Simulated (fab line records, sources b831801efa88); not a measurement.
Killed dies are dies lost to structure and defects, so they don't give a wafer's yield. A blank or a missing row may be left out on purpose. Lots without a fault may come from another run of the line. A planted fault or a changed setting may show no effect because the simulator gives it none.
fab line records | flow sfq_line
record lots=14 wafers=41 last_day=84
route steps=325 shown I6@268 M7@282 I7@297
lots that met no fault: from a run of the same line without faults
start_h: hours from the record's first day to the start of the lot's first wafer shown | wait_h: hours since the lot's step before | " the same as in the row above | L1.1+2: a row that stands for several wafers | - no value, or no start given | * or withheld: withheld | < > ~ a bound
route shown NAME@n: a module of which the file shows steps, and the number in the route of the first | usual: mean/standard deviation of fault-free wafers | same: alike in all rows | chamber/n: place in a boat | sites: the reading at each site | _std_site: their standard deviation | _edge_site: outer sites' mean less inner sites' | radius_mm: how far each site lies from the wafer's centre | mask NAME#n: copy n | behind: the tool/chamber that last shaped the wafer | hold: why the lot was held/for how many hours/how that ended | device: the transistor (n, p or np) that didn't switch | end of line: the same wafers' tests at the end of the route | a step without rows: its recipe alone | killed: dies lost to structure and defects at the first sort, not the wafer's yield | map: a wafer's dies, x killed, . not, _ none there
set.NAME: the setting as run; set.NAME@STEP: as run at that earlier step | model.NAME: the simulator's own value behind a step, which no gauge read
steps of the route over a sample of lots; a table a step, a row a wafer
services: from which hour (start_h, from the record's first day; less than 0 if before it) a tool's chamber was out of use, for how many hours, and why
## steps
# step SFQ_I6_BOW_MEAS_941
# recipe mode=bow
# usual I6_BOW=7/13
# columns lot.wafer tool chamber start_h wait_h I6_BOW[um]
L501.2 film_metro-01 - 1528.08 2.5 3
L501.5 " - " " 9
L501.6 " - " " -6
L502.1 film_metro-03 - 1543.66 2.0 2
L502.2 " - " " 8
L502.4 " - " " 12
L503.1 film_metro-04 - 1559.26 1.0 5
L503.2 " - " " -7
L503.5 " - " " -8
L504.2 film_metro-01 - 1570.08 1.5 -3
L504.3 " - " " -3
L504.4 " - " " 0
L506.2 film_metro-04 - 1579.68 1.5 -16
L506.4 " - " " -6
L506.5 " - " " 0
L513.2 film_metro-03 - 1650.28 1.5 -4
L513.3 " - " " -11
L513.4 " - " " -1
L514.1 film_metro-03 - 1663.99 1.0 31
L514.2 " - " " 22
L514.6 " - " " 2
L515.2 film_metro-04 - 1667.35 2.5 30
L515.4 " - " " 24
L516.3 film_metro-01 - 1673.37 2.5 15
L516.4 " - " " 23
L516.6 " - " " 20
L518.2 film_metro-03 - 1704.28 1.5 15
L518.4 " - " " 5
L518.6 " - " " 18
L519.3 film_metro-01 - 1714.89 2.5 -3
L519.4 " - " " 27
L519.6 " - " " 13
L521.1 film_metro-04 - 1746.72 2.5 -5
L521.5 " - " " -4
L521.6 " - " " -2
L522.2 film_metro-03 - 1748.31 2.0 12
L522.4 " - " " 13
L522.5 " - " " 12
L524.1 film_metro-03 - 1756.64 1.0 29
L524.4 " - " " 23
L524.5 " - " " 16
# step SFQ_TRILAYER_M7_DEP_SPUTTER_175
# recipe material=Nb base_pressure_pa=1.33e-06 chamber_pressure_pa=0.1333 substrate_temp_c=20 target_thk_nm=200 power_w=2000 time_s=133.3
# usual throttle_valve_pct=30.5/1.1
# same time_s=133.3
# columns lot.wafer tool chamber start_h wait_h throttle_valve_pct
L501.2 pvd_sputter-05 - 1649.58 0.0 30.1
L501.5 " - " " 31.6
L501.6 " - " " 29.9
L502.1 pvd_sputter-04 - 1662.78 0.0 33.3
L502.2 " - " " 30.4
L502.4 " - " " 30.8
L503.1 pvd_sputter-05 - 1674.91 0.0 31.8
L503.2 " - " " 29.8
L503.5 " - " " 29.8
L504.2 pvd_sputter-04 - 1683.31 0.0 30.3
L504.3 " - " " 30.4
L504.4 " - " " 32.9
L506.2 pvd_sputter-04 - 1689.52 0.0 30.4
L506.4 " - " " 29.6
L506.5 " - " " 30.4
L513.2 pvd_sputter-04 - 1744.14 0.0 30.0
L513.3 " - " " 30.3
L513.4 " - " " 33.1
L514.1 pvd_sputter-04 - 1755.15 0.0 30.4
L514.2 " - " " 33.4
L514.6 " - " " 30.5
L515.2 pvd_sputter-06 - 1758.54 0.0 29.9
L515.4 " - " " 30.7
L516.3 pvd_sputter-06 - 1763.34 0.0 32.3
L516.4 " - " " 30.8
L516.6 " - " " 29.8
L518.2 pvd_sputter-05 - 1798.90 0.0 30.1
L518.4 " - " " 29.6
L518.6 " - " " 29.7
L519.3 pvd_sputter-04 - 1808.52 0.0 30.5
L519.4 " - " " 30.4
L519.6 " - " " 30.2
L521.1 pvd_sputter-04 - 1841.00 0.0 33.3
L521.5 " - " " 30.4
L521.6 " - " " 30.0
L522.2 pvd_sputter-05 - 1843.40 0.0 29.6
L522.4 " - " " 30.0
L522.5 " - " " 31.5
L524.1 pvd_sputter-05 - 1850.62 0.0 31.6
L524.4 " - " " 29.6
L524.5 " - " " 29.9
# step SFQ_M7_RS_MEAS_943
# recipe thk_meas_gauge=four-point-probe reads=Nb_of_TRILAYER_M7_DEP_SPUTTER_175
# usual M7_NB_RS=0.890/0.0071
# columns lot.wafer tool chamber start_h wait_h M7_NB_RS[ohm/sq]
L501.2 film_metro-01 - 1649.69 0.1 0.899
L501.5 " - " " 0.885
L501.6 " - " " 0.895
L502.1 film_metro-04 - 1662.87 0.0 0.875
L502.2 " - " " 0.889
L502.4 " - " " 0.884
L503.1 film_metro-04 - 1675.00 0.0 0.873
L503.2 " - " " 0.878
L503.5 " - " " 0.881
L504.2 film_metro-02 - 1683.42 0.1 0.886
L504.3 " - " " 0.882
L504.4 " - " " 0.880
L506.2 film_metro-01 - 1689.63 0.1 0.897
L506.4 " - " " 0.897
L506.5 " - " " 0.896
L513.2 film_metro-02 - 1744.25 0.1 0.896
L513.3 " - " " 0.889
L513.4 " - " " 0.885
L514.1 film_metro-02 - 1755.24 0.0 0.883
L514.2 " - " " 0.877
L514.6 " - " " 0.886
L515.2 film_metro-04 - 1758.65 0.1 1.023
L515.4 " - " " 1.034
L516.3 film_metro-01 - 1763.47 0.1 1.026
L516.4 " - " " 1.024
L516.6 " - " " 1.008
L518.2 film_metro-04 - 1799.02 0.1 0.896
L518.4 " - " " 0.888
L518.6 " - " " 0.890
L519.3 film_metro-02 - 1808.65 0.1 0.890
L519.4 " - " " 0.895
L519.6 " - " " 0.900
L521.1 film_metro-01 - 1841.09 0.0 0.888
L521.5 " - " " 0.883
L521.6 " - " " 0.893
L522.2 film_metro-02 - 1843.51 0.1 0.891
L522.4 " - " " 0.891
L522.5 " - " " 0.893
L524.1 film_metro-01 - 1850.71 0.0 0.889
L524.4 " - " " 0.892
L524.5 " - " " 0.899
# step SFQ_TRILAYER_M7_BARC_OPEN_METAL_ETCH_229
# recipe mask_material=PR chemistry=O2 target_depth_nm=125 target=BARC icp_w=600 bias_w=80 pressure_mtorr=10 time_s=41.7
# usual drypump_motor_current_A=5.4/0.35 oes_product_au=0.686/0.0043
# same time_s=41.7
# columns lot.wafer tool chamber start_h wait_h drypump_motor_current_A oes_product_au rf_hours_counter_h
L501.2 rie_metal-01 0 1652.14 0.0 5.9 0.690 46
L501.5 " 0 " " 5.9 0.685 -
L501.6 " 1 " " 5.5 0.683 -
L502.1 rie_metal-03 0 1665.34 0.0 5.5 0.683 29
L502.2 " 1 " " 5.3 0.690 111
L502.4 " 0 " " 5.5 0.687 -
L503.1 rie_metal-02 1 1678.17 0.0 5.4 0.693 60
L503.2 " 0 " " 4.7 0.687 55
L503.5 " 1 " " 5.4 0.691 -
L504.2 rie_metal-03 1 1685.86 0.0 5.3 0.689 114
L504.3 " 0 " " 5.5 0.683 -
L504.4 " 1 " " 5.3 0.687 -
L506.2 rie_metal-03 1 1692.08 0.0 5.3 0.684 115
L506.4 " 1 " " 5.3 0.693 -
L506.5 " 1 " " 5.3 0.688 -
L513.2 rie_metal-03 0 1836.44 0.0 5.5 0.683 56
L513.3 " 1 " " 5.3 0.684 -
L513.4 " 0 " " 5.5 0.684 -
L514.1 rie_metal-02 0 1847.24 0.0 4.7 0.684 78
L514.2 " 1 " " 5.4 0.690 82
L514.6 " 0 " " 4.7 0.683 -
L515.2 rie_metal-02 0 1851.24 0.0 4.7 0.685 79
L515.4 " 1 " " 5.4 0.684 -
L516.3 rie_metal-02 0 1858.58 0.0 4.7 0.688 -
L516.4 " 1 " " 5.4 0.689 -
L516.6 " 1 " " 5.4 0.683 -
L518.2 rie_metal-01 0 1886.16 0.0 5.9 0.684 82
L518.4 " 0 " " 5.9 0.692 -
L518.6 " 0 " " 5.9 0.680 -
L519.3 rie_metal-03 0 1896.98 0.0 5.5 0.683 -
L519.4 " 1 " " 5.3 0.689 -
L519.6 " 0 " " 5.5 0.686 -
L521.1 rie_metal-03 0 1925.30 0.0 5.5 0.681 70
L521.5 " 1 " " 5.3 0.687 -
L521.6 " 0 " " 5.5 0.697 -
L522.2 rie_metal-01 0 1926.52 0.0 5.9 0.688 -
L522.4 " 0 " " 5.9 0.684 -
L522.5 " 0 " " 5.9 0.690 -
L524.1 rie_metal-02 0 1932.50 0.0 4.7 0.687 90
L524.4 " 1 " " 5.4 0.693 -
L524.5 " 0 " " 4.7 0.682 -
# step SFQ_TRILAYER_M7_ETCH_METAL_ETCH_180
# recipe target=Nb stop_on=SiO2 mask_material=PR chemistry=Cl2/Ar target_depth_nm=240 icp_w=600 bias_w=80 pressure_mtorr=10 time_s=120
# usual drypump_motor_current_A=5.4/0.35 oes_product_au=0.894/0.0057
# same time_s=120
# columns lot.wafer tool chamber start_h wait_h drypump_motor_current_A oes_product_au rf_hours_counter_h
L501.2 rie_metal-01 0 1652.22 0.1 5.9 0.891 46
L501.5 " 0 " " 5.9 0.904 -
L501.6 " 1 " " 5.5 0.893 -
L502.1 rie_metal-03 0 1665.40 0.0 5.5 0.901 29
L502.2 " 1 " " 5.3 0.894 111
L502.4 " 0 " " 5.5 0.894 -
L503.1 rie_metal-02 1 1678.23 0.0 5.4 0.903 60
L503.2 " 0 " " 4.7 0.898 56
L503.5 " 1 " " 5.4 0.904 -
L504.2 rie_metal-03 1 1685.92 0.0 5.3 0.892 114
L504.3 " 0 " " 5.5 0.894 -
L504.4 " 1 " " 5.3 0.892 -
L506.2 rie_metal-03 1 1692.14 0.0 5.3 0.891 115
L506.4 " 1 " " 5.3 0.892 -
L506.5 " 1 " " 5.3 0.892 -
L513.2 rie_metal-03 0 1836.50 0.0 5.5 0.881 56
L513.3 " 1 " " 5.3 0.898 -
L513.4 " 0 " " 5.5 0.902 -
L514.1 rie_metal-02 0 1847.30 0.0 4.7 0.893 78
L514.2 " 1 " " 5.4 0.900 82
L514.6 " 0 " " 4.7 0.899 -
L515.2 rie_metal-02 0 1851.30 0.0 4.7 0.833 79
L515.4 " 1 " " 5.4 0.835 -
L516.3 rie_metal-02 0 1858.67 0.1 4.7 0.835 -
L516.4 " 1 " " 5.4 0.836 -
L516.6 " 1 " " 5.4 0.837 -
L518.2 rie_metal-01 0 1886.22 0.0 5.9 0.888 82
L518.4 " 0 " " 5.9 0.887 -
L518.6 " 0 " " 5.9 0.888 -
L519.3 rie_metal-03 0 1897.07 0.1 5.5 0.894 -
L519.4 " 1 " " 5.3 0.882 -
L519.6 " 0 " " 5.5 0.887 -
L521.1 rie_metal-03 0 1925.36 0.0 5.5 0.899 70
L521.5 " 1 " " 5.3 0.900 -
L521.6 " 0 " " 5.5 0.894 -
L522.2 rie_metal-01 0 1926.66 0.1 5.9 0.885 -
L522.4 " 0 " " 5.9 0.890 -
L522.5 " 0 " " 5.9 0.891 -
L524.1 rie_metal-02 0 1932.56 0.0 4.7 0.889 90
L524.4 " 1 " " 5.4 0.900 -
L524.5 " 0 " " 4.7 0.888 -
# step SFQ_TRILAYER_I7_CMP_CMP_184
# recipe material=SiO2 down_force_psi=3 platen_rpm=60.56 pad_velocity_m_s=0.94248
# usual motor_current_A=10.4/1 platen_rpm=60.56/0.041 time_to_endpoint_s=212/6.8
# columns lot.wafer tool chamber start_h wait_h motor_current_A platen_rpm time_to_endpoint_s
L501.2 cmp-01 0 1657.76 4.4 11.9 60.61 211
L501.6 " 1 " " 9.3 60.61 205
L501.5 " 2 " " 8.4 60.54 210
L502.1 cmp-02 0 1667.83 1.5 10.8 60.54 209
L502.2 " 1 " " 10.6 60.56 208
L502.4 " 2 " " 11.4 60.56 215
L503.2 cmp-01 3 1683.76 4.6 9.5 60.57 210
L503.1 " 1 1684.76 5.6 9.9 60.56 199
L503.5 " 2 " " 8.8 60.61 210
L504.2 cmp-02 0 1691.33 4.5 11.0 60.54 210
L504.4 " 1 " " 10.8 60.55 211
L504.3 " 3 1692.83 6.0 10.5 60.60 212
L506.4 cmp-01 0 1695.26 2.1 12.3 60.59 219
L506.2 " 1 " " 9.9 60.58 205
L506.5 " 0 1697.26 4.1 12.4 60.62 214
L513.3 cmp-02 0 1838.00 0.5 10.7 60.53 222
L513.2 " 1 " " 10.8 60.50 212
L513.4 " 2 " " 11.0 60.54 226
L514.2 cmp-01 0 1848.28 0.0 11.6 60.66 212
L514.1 " 1 " " 8.8 60.58 203
L514.6 " 1 1850.78 2.5 9.7 60.60 211
L515.2 cmp-01 2 1852.29 0.0 8.8 60.56 205
L515.4 " 0 1853.29 1.0 11.8 60.58 210
L516.3 cmp-02 3 1862.09 2.5 11.1 60.58 214
L516.4 " 0 " " 10.4 60.53 222
L516.6 " 1 " " 10.8 60.55 213
L518.4 cmp-01 3 1889.89 2.7 10.4 60.52 224
L518.2 " 1 1890.89 3.7 9.7 60.53 209
L518.6 " 2 " " 9.3 60.56 204
L519.3 cmp-02 3 1899.22 1.1 10.0 60.60 206
L519.4 " 1 1900.22 2.0 10.3 60.61 212
L519.6 " 3 1901.22 3.0 10.2 60.60 209
L521.1 cmp-01 0 1928.77 2.5 12.6 60.49 222
L521.5 " 0 1930.77 4.4 12.4 60.55 232
L521.6 " 1 " " 9.5 60.51 226
L522.4 cmp-02 1 1929.79 1.5 10.7 60.54 217
L522.2 " 3 1930.79 2.5 10.7 60.62 210
L522.5 " 2 1932.29 4.0 11.1 60.54 219
L524.1 cmp-01 0 1934.77 1.3 12.6 60.57 218
L524.4 " 2 1935.77 2.2 8.3 60.47 218
L524.5 " 0 1936.77 3.2 11.1 60.58 223
## services
# columns tool chamber start_h hours kind
cmp-02 - 1629.34 2.0 repair
pvd_sputter-04 - 1638.61 3.6 repair
rie_metal-01 0 1643.39 6.0 repair
cmp-02 - 1652.50 2.5 repair
cmp-02 - 1713.49 6.1 pm
pvd_sputter-06 - 1741.04 3.6 repair
pvd_sputter-06 - 1766.43 6.8 repair
pvd_sputter-05 - 1772.06 1.0 repair
pvd_sputter-05 - 1772.74 1.0 repair
cmp-01 - 1773.19 4.0 pm
cmp-02 - 1780.06 0.5 repair
cmp-01 - 1788.46 4.2 pm
pvd_sputter-05 - 1808.02 1.1 repair
rie_metal-01 0 1821.55 4.8 repair
rie_metal-02 - 1844.51 0.4 repair
pvd_sputter-04 - 1844.84 3.2 repair
cmp-02 - 1846.63 0.8 repair
rie_metal-01 - 1851.11 0.4 repair
cmp-02 - 1864.09 6.4 pm
cmp-01 - 1866.28 2.0 repair
rie_metal-01 1 1893.92 1.3 repair
cmp-01 - 1902.76 0.9 repair
rie_metal-01 1 1914.98 20.5 repair
cmp-02 - 1935.79 4.0 pm
## key
first_sign step=SFQ_M7_RS_MEAS_943 reading=M7_NB_RS direction=up sigmas=19 usual=0.890 struck=1.023
effect step=SFQ_TRILAYER_M7_ETCH_METAL_ETCH_180 reading=oes_product_au direction=down sigmas=10 usual=0.894 struck=0.835
met_at SFQ_TRILAYER_M7_DEP_SPUTTER_175
struck_lots L515,L516
not_acting_at SFQ_I6_BOW_MEAS_941,SFQ_TRILAYER_M7_BARC_OPEN_METAL_ETCH_229,SFQ_TRILAYER_I7_CMP_CMP_184
fault kind=site_profile_drift tool=pvd_sputter-06 chamber=- onset_h=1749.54 steps=SFQ_TRILAYER_M7_DEP_SPUTTER_175 basis=fraction max_abs_drift=0.23556 slope_share_per_hr=52.346 site_pattern=0,0,0,0,0,-1,-1,-1,-1
